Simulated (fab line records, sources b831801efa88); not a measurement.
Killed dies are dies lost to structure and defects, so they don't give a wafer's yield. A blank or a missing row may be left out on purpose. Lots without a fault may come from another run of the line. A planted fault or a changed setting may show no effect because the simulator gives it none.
Which tool did it? | flow sky130 | 13 lots, 39 wafers sampled, at 4 steps of a route of 708

WHAT THE GAUGES READ, wafer by wafer
SKY_METAL2_CD_MEAS_15: target cd 140 nm.
lot  | measured     | on        | cd_nm (nm)
L330 | day 36 07:04 | cd_sem-01 | 141.9 142.2 140.7
L338 | day 38 08:34 | cd_sem-01 | 140.7 141.0 140.0
L340 | day 38 21:01 | cd_sem-02 | 142.5 142.3 143.5
L343 | day 40 07:13 | cd_sem-02 | 140.8 141.3 139.9
L344 | day 40 10:26 | cd_sem-02 | 143.2 141.4 141.1
L345 | day 40 17:19 | cd_sem-01 | 139.9 140.7 139.9
L347 | day 41 11:44 | cd_sem-02 | 137.9 138.8 138.1
L348 | day 42 05:01 | cd_sem-01 | 140.6 139.6 138.6
L351 | day 42 09:01 | cd_sem-01 | 141.2 140.2 140.3
L350 | day 42 10:29 | cd_sem-02 | 140.0 142.1 139.8
L349 | day 42 11:26 | cd_sem-01 | 140.2 139.9 140.0
L352 | day 42 15:41 | cd_sem-01 | 140.0 138.2 138.7
L353 | day 42 21:59 | cd_sem-02 | 139.3 140.5 139.9

SKY_METAL2_OVL_MEAS_16.
lot  | measured     | on         | METAL2_OVL (nm)
L330 | day 36 07:11 | overlay-01 | -7 -11 -13
L338 | day 38 08:41 | overlay-02 | -10 -4 -11
L340 | day 38 21:07 | overlay-02 | 6 -9 3
L343 | day 40 07:20 | overlay-02 | 3 -4 0
L344 | day 40 10:34 | overlay-02 | -8 -6 -1
L345 | day 40 17:25 | overlay-02 | 3 -11 3
L347 | day 41 11:52 | overlay-01 | -13 -5 -13
L348 | day 42 05:08 | overlay-02 | -3 -4 -3
L351 | day 42 09:08 | overlay-01 | -1 -4 -6
L350 | day 42 10:35 | overlay-02 | 5 3 0
L349 | day 42 11:33 | overlay-02 | 1 3 -5
L352 | day 42 15:46 | overlay-02 | 4 -1 4
L353 | day 42 22:07 | overlay-02 | 1 3 -5

SKY_CAPM_THK_MEAS_01.
lot  | measured     | on            | CAPM_CVD_00_THK (nm)
L330 | day 37 12:47 | film_metro-04 | 15.65 15.76 15.74
L338 | day 39 14:19 | film_metro-03 | 16.82 16.81 17.12
L340 | day 40 01:35 | film_metro-03 | 17.16 17.22 17.49
L343 | day 41 11:11 | film_metro-01 | 15.17 15.32 15.45
L344 | day 41 14:48 | film_metro-04 | 15.49 15.88 15.74
L345 | day 41 20:44 | film_metro-01 | 15.26 15.34 15.78
L347 | day 42 15:44 | film_metro-04 | 15.61 15.23 15.43
L348 | day 43 07:46 | film_metro-04 | 15.43 15.62 15.50
L351 | day 43 12:09 | film_metro-04 | 15.28 15.45 15.60
L350 | day 43 13:11 | film_metro-01 | 15.55 15.82 15.81
L349 | day 43 14:08 | film_metro-04 | 15.26 15.70 15.84
L352 | day 43 18:47 | film_metro-04 | 15.63 15.70 15.54
L353 | day 44 00:26 | film_metro-04 | 15.30 15.30 15.40

WHICH TOOL RAN EACH LOT (tool, then ch and the chambers of the sampled wafers, then the start)
lot  | SKY_METAL3_SPUTTER_03
L330 | pvd_sputter-01, day 37 12:41
L338 | pvd_sputter-02, day 39 14:13
L340 | pvd_sputter-02, day 40 01:29
L343 | pvd_sputter-01, day 41 11:05
L344 | pvd_sputter-01, day 41 14:43
L345 | pvd_sputter-01, day 41 20:38
L347 | pvd_sputter-03, day 42 15:38
L348 | pvd_sputter-02, day 43 07:41
L351 | pvd_sputter-01, day 43 12:04
L350 | pvd_sputter-03, day 43 13:04
L349 | pvd_sputter-02, day 43 14:02
L352 | pvd_sputter-02, day 43 18:40
L353 | pvd_sputter-01, day 44 00:20
- SKY_METAL3_SPUTTER_03: material Ti, target thk 5 nm, time 3.3 s.

WHAT THE TOOLS THEMSELVES READ (means of the sampled wafers that have a number; where no wafer has one, the mark that the record gives instead)
SKY_METAL3_SPUTTER_03.
lot  | tool           | chamber_pressure_pa (Pa) | throttle_valve_pct (%)
L330 | pvd_sputter-01 | 0.3999                   | 28.6
L338 | pvd_sputter-02 | 0.4006                   | 29.8
L340 | pvd_sputter-02 | 0.4004                   | 29.8
L343 | pvd_sputter-01 | 0.3997                   | 29.8
L344 | pvd_sputter-01 | 0.4005                   | 30.1
L345 | pvd_sputter-01 | 0.3985                   | 29.0
L347 | pvd_sputter-03 | 0.3995                   | 29.6
L348 | pvd_sputter-02 | 0.3996                   | 30.1
L351 | pvd_sputter-01 | 0.4001                   | 29.1
L350 | pvd_sputter-03 | 0.4001                   | 30.1
L349 | pvd_sputter-02 | 0.3990                   | 29.6
L352 | pvd_sputter-02 | 0.4007                   | 29.9
L353 | pvd_sputter-01 | 0.4005                   | 29.7

THE ANSWER, worked out from the rows above alone
Rule: what is usual is taken from the lots themselves. Put in order of their means at a reading, lots are off if they are a third of the lots or fewer, leave a main group of 4 or more, and stand apart from it by a gap of 3 or more times the standard deviation of the main group's means; of several such gaps the widest counts. A main group whose means are all the same, to the digits that the tables above print for the reading, isn't used. A lot without any number at a reading at which 4 lots or more have one is off too. The other lots that the step has rows for count as sound. The gauges are gone through in route order, then the tools' own readings, and for those a lot's mean is taken as printed above. The first step at which some lot is off is used, and at that step the reading that is off furthest; a lot without a number counts as furthest.
Off: L338, L340, at SKY_CAPM_THK_MEAS_01 (CAPM_CVD_00_THK). The main group: mean 15.53 nm, standard deviation 0.14.
A tool fits if, at a process step before that reading, it ran every lot that is off, and no sound lot after the first of them. The gauges at SKY_CAPM_THK_MEAS_01 are tried like those tools. One fits: film_metro-03 at SKY_CAPM_THK_MEAS_01. It ran no sound lot before its first lot that is off in this sample, so the start can't be narrowed down.

WHAT THE SIMULATOR HAD PUT IN
Metrology matching offset: film_metro-03, from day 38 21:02 on, at SKY_CAPM_THK_MEAS_01. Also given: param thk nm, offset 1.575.
Lots struck among those shown: L338, L340. The rule above found the same.
